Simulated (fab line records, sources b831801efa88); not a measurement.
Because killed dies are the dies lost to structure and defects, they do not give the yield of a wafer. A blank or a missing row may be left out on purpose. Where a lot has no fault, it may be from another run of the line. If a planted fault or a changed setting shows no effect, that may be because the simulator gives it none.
2 desks, one fault | flow sky130 | what lay behind the numbers comes last; until then each desk has only its own

== AT THE METROLOGY DESK ==
What the gauges read, lot by lot, whatever tool the lot ran on: means of the sampled wafers that have a number. The brackets show how far a lot's mean lies from the usual mean; more than 4 standard deviations puts the lot out of limits, marked OUT.
Columns: A = VIA2_HDPCVD_THK at SKY_VIA2_THK_MEAS_01, usual 1181 nm; B = VIA2_W_RS at SKY_VIA2_RS_MEAS_22, usual 0.272 ohm/sq; C = VIA2_W_THK at SKY_VIA2_THK_MEAS_23, usual 417 nm
lot  | first seen here | A    | B     | C
L754 | day 34 23:37    | 1163 | 0.273 | 422
L755 | day 35 08:59    | 1187 | 0.272 | 410
L756 | day 35 16:15    | 1175 | 0.271 | 426
L762 | day 37 22:53    | 1174 | 0.274 | 422
L764 | day 38 14:35    | 1179 | 0.277 | 416
L770 | day 40 03:38    | 1171 | 0.276 | 406
L772 | day 40 16:38    | 1185 | 0.269 | 417
L773 | day 41 03:59    | 1191 | 0.272 | 412
L774 | day 41 09:55    | 1185 | 0.272 | 412
L775 | day 41 12:08    | 1189 | 0.273 | 411
L776 | day 41 17:53    | 1176 | 0.272 | 423
This desk's finding: nothing out of limits on any of the 11 lots.

== THE TOOL OWNER'S DESK: rie_diel-04 ==
The tool's own readings at SKY_VIA2_ETCH_15 (etches SiO2 in C4F8/O2/Ar, stops on TiN, target depth 546 nm, time 84 s): means of the sampled wafers that have a number, for each lot that ran on this tool. The brackets show how far a lot's mean lies from the usual mean; more than 4 standard deviations puts the lot out of limits, marked OUT.
Columns: A = bias_w at SKY_VIA2_ETCH_15, usual 1200 W; B = oes_product_au at SKY_VIA2_ETCH_15, usual 0.940 a.u.
lot  | first seen here | A                      | B
L762 | day 39 01:26    | 1794 (+99 or more) OUT | 0.937
L764 | day 39 16:24    | 1792 (+99 or more) OUT | 0.944
L775 | day 42 12:01    | 1200                   | 0.943
This desk's verdict: out of limits on L762, L764, starting with L762 at day 39 01:26 (bias_w at SKY_VIA2_ETCH_15). Within limits: L775.

== PUT TOGETHER ==
An alarm could have come from the tool owner's desk at day 39 01:26, on L762, L764.
At the metrology desk, nothing out of limits was observed.
The metrology desk has L762, L764 on record, within its limits.
All the named lots went through SKY_VIA2_ETCH_15 on rie_diel-04.

== WHAT THE SIMULATOR HAD PUT IN ==
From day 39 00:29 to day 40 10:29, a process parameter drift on rie_diel-04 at SKY_VIA2_ETCH_15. A move of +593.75 in setting bias_w, from 1200. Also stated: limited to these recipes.
Lots struck among those shown: L762, L764.
Time in hours from fault onset to the first out-of-limits reading at each desk: the tool owner's desk, 1.
